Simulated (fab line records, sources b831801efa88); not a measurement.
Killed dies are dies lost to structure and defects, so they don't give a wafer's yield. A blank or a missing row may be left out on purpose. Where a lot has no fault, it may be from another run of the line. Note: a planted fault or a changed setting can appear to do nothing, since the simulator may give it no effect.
Code-filled problem report in 8D (eight disciplines) form    flow gf180mcu    the parts of the form that need people (team, actions taken, sign-off) are left out

== 1. WHAT WENT WRONG ==
Mean of runLengthS at GF_STI_ETCH_14: 135.9 s across 3 wafers in 2 lots; on wafers with no fault it is 131.0 s (standard deviation 0.45). Relative to the usual mean, that is a shift of +11 standard deviations.
The step: etches Si in HBr/Cl2/O2, target depth 360 nm, time 102.9 s.
The first sign was on wafer L597.3 at day 4 16:53, on rieSi-01. The record holds 18 wafers of 6 lots with a number at this step. Rule for "out" (also "out of limits"): further than 4 standard deviations from the usual mean. The other wafers with a number count as sound.

== 2. WHAT IT IS, WHAT IT ISN'T ==
question                     is                      is not
which readings at this step  runLengthS              drypumpMotorCurrentA, oesProductAu, rfFwdPowerW, throttleValvePct
which lots                   L597, L598              L585, L587, L599, L601
which wafers of those lots   L597.3, L598.1, L598.6  L597.2, L597.4, L598.5
read on which tools          rieSi-01                rieSi-02
when                         from day 4 16:53        up to then (8 sound wafers); but 7 sound wafers of L598, L599, L601 came after

== 3. WHAT RULES OUT EACH SUSPECT ==
Counting: a tool at a process step up to the reading stays a suspect if it ran every lot that is out. Sound lots after the first of them don't rule it out here, since some wafers of a struck lot are sound.
- rieDiel-02 at GF_STI_ETCH_13 (etches the open film in CHF3/O2, stops on Si, target depth 282.31 nm, time 112.9 s): kept. Every lot that is out went through it, the first being L597 (day 4 16:49); the last sound lot it ran before that was L587 (day 2 13:08).
- rieSi-01 at GF_STI_ETCH_14 (etches Si in HBr/Cl2/O2, target depth 360 nm, time 102.9 s): kept. Every lot that is out went through it, the first being L597 (day 4 16:53); the last sound lot it ran before that was L587 (day 2 13:13). Its own runLengthS readings are out on those wafers.
- In rieSi-01 at GF_STI_ETCH_14, the wafers that are out were processed in chamber 0 and their sound lot-mates in chambers 2, 3.
What counting leaves: rieDiel-02 at GF_STI_ETCH_13 and rieSi-01 at GF_STI_ETCH_14.

== 4. THE CAUSE (what the simulator had put in) ==
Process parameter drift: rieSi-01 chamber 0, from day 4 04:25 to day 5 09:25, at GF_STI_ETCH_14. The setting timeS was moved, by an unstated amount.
Counting left 2 suspects, and this tool is among them.

== 5. THE EFFECT CHAIN, in route order ==
Each row: a reading where the mean over the struck wafers with a number is more than 3 standard deviations away from the usual. Only readings whose record carries a usual standard deviation are examined. hours: median over the lots of the time between each lot's start at the first step of this table that gives one and its start at this step. sigmas: the change, counted in usual standard deviations.
hours  step            reading     usual    on struck wafers  change  sigmas
0      GF_STI_ETCH_14  runLengthS  131.0 s  135.9             +4.9    +11
Here are the process steps it includes:
- GF_STI_ETCH_14: etches Si in HBr/Cl2/O2, target depth 360 nm, time 102.9 s.

== 6. HOW IT WOULD HAVE BEEN CAUGHT EARLIER ==
In this record no reading fell out of limits until day 4 16:53, 12 hours after the fault had begun at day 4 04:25.
